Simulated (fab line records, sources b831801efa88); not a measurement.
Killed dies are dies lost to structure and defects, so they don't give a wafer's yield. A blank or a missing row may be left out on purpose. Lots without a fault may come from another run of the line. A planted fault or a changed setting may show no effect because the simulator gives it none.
Problem report in the 8D (eight disciplines) form, filled by code | flow gf180mcu | the parts of the form that need people (team, actions taken, sign-off) are left out

1. THE PROBLEM
MVSD_RS at GF_VT_IMPLANT_RS_MEAS_46 reads a mean of 427.6 ohm/sq on 6 wafers of 2 lots; wafers without a fault read 457.7 ohm/sq with a standard deviation of 1.5. That is -20 standard deviations from the usual mean.
The step: measures by four-point-probe.
First seen on wafer L149.1, day 13 02:32, on film_metro-04. The record holds 39 wafers of 13 lots with a number at this step. Rule for "out", or "out of limits": more than 4 standard deviations from the usual mean. The other wafers with a number count as sound.

2. WHAT IT IS AND WHAT IT IS NOT
question                    | is                     | is not
which readings at this step | MVSD_RS                | -
which lots                  | L149, L150             | L130, L131, L132, L133, L134, L135, L136, L138, L144, L151, L152
which wafers of those lots  | all that have a number | -
read on which gauges        | film_metro-04          | film_metro-01, film_metro-03
when                        | from day 13 02:32      | up to then (27 sound wafers); but 6 sound wafers of L151, L152 came after

3. SUSPECTS, AND WHAT RULES EACH OUT
Counting: a tool at a process step up to the reading stays a suspect if it ran every lot that is out and no sound lot after the first of them.
- the gauge at GF_VT_IMPLANT_RS_MEAS_46: ruled out. All the wafers that are out were read on film_metro-04, but those of them that GF_MVSD_IMPLANT_09 has rows for are out there too, on other tools.
- implanter-01 at GF_MVSD_IMPLANT_09: kept. It ran every lot that is out, first L149 (day 9 05:29), and no sound lot after that; its last sound lot up to then is L133 (day 5 13:30). Its own readings are out on those wafers: dose_ions_cm2, faraday_current_uA.
Left after counting: implanter-01 at GF_MVSD_IMPLANT_09.

4. THE CAUSE (what the simulator had put in)
Process parameter drift: implanter-01, from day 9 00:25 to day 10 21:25, at GF_MVSD_IMPLANT_09. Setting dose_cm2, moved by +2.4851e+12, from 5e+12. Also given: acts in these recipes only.
Counting left only this tool.

5. THE CHAIN OF EFFECTS, in route order
Each row: a reading whose mean over the struck wafers that have a number lies more than 3 standard deviations from the usual. Only readings for which the record gives a usual standard deviation are gone through. hours: the time from each lot's start at the first step in this table that gives one to its start at this step, as a median over the lots. sigmas: the change in usual standard deviations.
hours | step                     | reading            | usual        | on struck wafers | change     | sigmas
0     | GF_MVSD_IMPLANT_09       | dose_ions_cm2      | 4.999e+12    | 7.483e+12        | +2.484e+12 | +99 or more
0     | GF_MVSD_IMPLANT_09       | faraday_current_uA | 28.2         | 42.8             | +14.6      | +27
94    | GF_VT_IMPLANT_RS_MEAS_46 | MVSD_RS            | 457.7 ohm/sq | 427.6            | -30.1      | -20
The process steps in it:
- GF_MVSD_IMPLANT_09

6. WHAT WOULD HAVE CAUGHT IT SOONER
In this record the first reading out of limits at a measuring or inspecting step was taken at day 13 02:32, 98 hours after the fault began at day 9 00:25.
The tool's own readings at GF_MVSD_IMPLANT_09 were out on every struck wafer that the step has a row for (dose_ions_cm2, faraday_current_uA): an alarm limit on them would have fired on the first of those.
All the lots that are out (2) had begun GF_MVSD_IMPLANT_09 on implanter-01 by day 13 02:32. A hold on the tool at that time would have spared none of them.
